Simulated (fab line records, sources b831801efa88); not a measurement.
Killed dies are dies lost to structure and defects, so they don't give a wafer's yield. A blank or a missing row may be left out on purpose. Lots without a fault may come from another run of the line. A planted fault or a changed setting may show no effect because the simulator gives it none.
Chamber matching | flow sky130 | SKY_VIA1_CMP_24 on cmp-01: 4 sister chambers
The step polishes, stops on SiO2, t overpolish 15 s, target thk 0 nm. 8 wafers are shown with their chamber, then 8 later ones without.

WAFERS WITH THEIR CHAMBER
wafer  | chamber | time_to_endpoint_s (s) | motor_current_A (A)
L239.6 | 0       | 67                     | 12.1
L240.2 | 2       | 74                     | 11.7
L242.2 | 2       | 71                     | 11.2
L242.4 | 1       | 64                     | 11.5
L242.6 | 1       | 65                     | 10.9
L252.4 | 0       | 71                     | 11.8
L252.6 | 3       | 64                     | 12.3
L254.3 | 3       | 62                     | 12.5

WAFERS WITHOUT THEIR CHAMBER
wafer  | time_to_endpoint_s (s) | motor_current_A (A)
L254.4 | 73                     | 11.2
L254.5 | 69                     | 11.7
L255.1 | 73                     | 11.5
L255.2 | 73                     | 11.4
L255.4 | 64                     | 12.5
L256.2 | 71                     | 11.2
L256.3 | 70                     | 12.0
L256.6 | 70                     | 12.4

WHICH CHAMBER EACH WENT THROUGH
wafer  | from the rows above     | in truth
L254.4 | 2                       | 2
L254.5 | can't be placed: 0 or 2 | 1
L255.1 | 2                       | 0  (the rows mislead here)
L255.2 | 2                       | 2
L255.4 | 3                       | 3
L256.2 | can't be placed: 2 or 0 | 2
L256.3 | can't be placed: 0 or 2 | 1
L256.6 | can't be placed: 0 or 2 | 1
Placed correctly: 3 of 8. Can't be placed from these rows: 4 (the true chamber is among the candidates in 1). Placed wrongly: 1.
How it was worked out, from the rows above alone: a wafer's distance from a chamber is the root of the sum, over the readings, of the square of ((its reading less the chamber's mean) divided by the reading's scatter). The wafer belongs to the nearest chamber; if the next one is less than 2 further off, it can't be placed. A chamber's mean is the mean of its shown wafers. The scatter: the root of (the sum of the squares of (reading less its chamber's mean) over the shown wafers, divided by (wafers less chambers)).
